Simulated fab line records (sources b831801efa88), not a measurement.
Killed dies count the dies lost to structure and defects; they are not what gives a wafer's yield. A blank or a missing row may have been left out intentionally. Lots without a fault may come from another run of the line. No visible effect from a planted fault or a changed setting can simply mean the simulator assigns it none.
A lot that was struck, set against a sound lot || flow sky130 || 14 steps out of a route of 708
Sound: wafers L437.1, L437.3, L437.6. Struck: wafers L425.3, L425.4, L425.6. Last of all comes the cause.
Each step with rows lists, per side, the tool, then ch with its chambers, then its first start. Under that, the readings that differ: sound wafers || struck wafers || difference of the means || sigmas: that difference in standard deviations of wafers without a fault.
alike: same words and numbers on both sides, and readings whose means sit less than 2 such deviations apart. not compared: any withheld reading, any reading some wafer has no value for, any bound like >300 that may hide the same value, and any number with overlapping values for which the record gives no deviation.
The two part at a step that has a row with sigmas, a row that says differs or no value, or rows on one side only. When numbers do not overlap yet have no deviation, they are printed without sigmas and do not part them. A reading that every wafer of one side lacks parts them only if that side has two wafers or more.

first, 7 steps without rows for these wafers: SKY_NWELL_DEHYDRATE_16 (time 60 s); SKY_NWELL_HMDS_17 (prime time 57.11 s); SKY_NWELL_COAT_18 (resist thk 3000 nm); SKY_NWELL_SOFTBAKE_19; SKY_NWELL_EXPOSE_20 (exposes mask NWM COMPLEMENT, target cd 840 nm); SKY_NWELL_PEB_21; SKY_NWELL_DEVELOP_22 (develop time 60 s).
SKY_NWELL_OVL_MEAS_23:
  struck on overlay-02, day 7 15:56; sound on overlay-01, day 11 00:00
  alike: NWELL_01_OVL
following that, these wafers have no rows for 1 step: SKY_NWELL_IMPLANT_24.
SKY_NWELL_STRIP_25: strips in O2/N2.
  sound on plasma-asher-03 ch 0,1, day 11 00:11; struck on plasma-asher-04 ch 0,1, day 7 16:09
  alike: drypump-motor-current-A, oes-product-au, strip-time-to-endpoint-s
  not compared: rf-hours-counter-h
SKY_NWELL_TW_MEAS_26:
  struck on film-metro-01, day 7 16:14; sound on film-metro-04, day 11 00:17
{"reading": "NWELL_2_TW", "sound": "502 504 504", "struck": "487 487 487", "difference": -16, "sigmas": -2}
then, 1 step without rows for these wafers: SKY_NWELL_CLEAN_27 (cleans in SC1/SC2, time 150 s).
SKY_NWELL_RTA_28: time 30 s.
  struck on rtp-anneal-02, day 7 16:23; sound on rtp-anneal-01 ch 0, day 11 00:23
  no value came back on the struck wafers for any of 6 readings (anneal-temp-c-max, chamber-o2-ppm and others); on the sound wafers anneal-temp-c-max reads 1056.5 1056.0 1061.3
SKY_NWELL_RS_MEAS_29: measurement is done with a four-point probe.
  struck on film-metro-04, day 7 16:34; sound on film-metro-03, day 11 00:29
{"reading": "NWELL_RS (ohm/sq)", "sound": "624.4 623.9 623.3", "struck": "132.6 132.5 132.6", "difference": -491.3, "sigmas": "-99 or more"}

## WHERE THEY PART
First at SKY_NWELL_TW_MEAS_26; last, within this record, at SKY_NWELL_RS_MEAS_29.

WHY: the cause the simulator had injected
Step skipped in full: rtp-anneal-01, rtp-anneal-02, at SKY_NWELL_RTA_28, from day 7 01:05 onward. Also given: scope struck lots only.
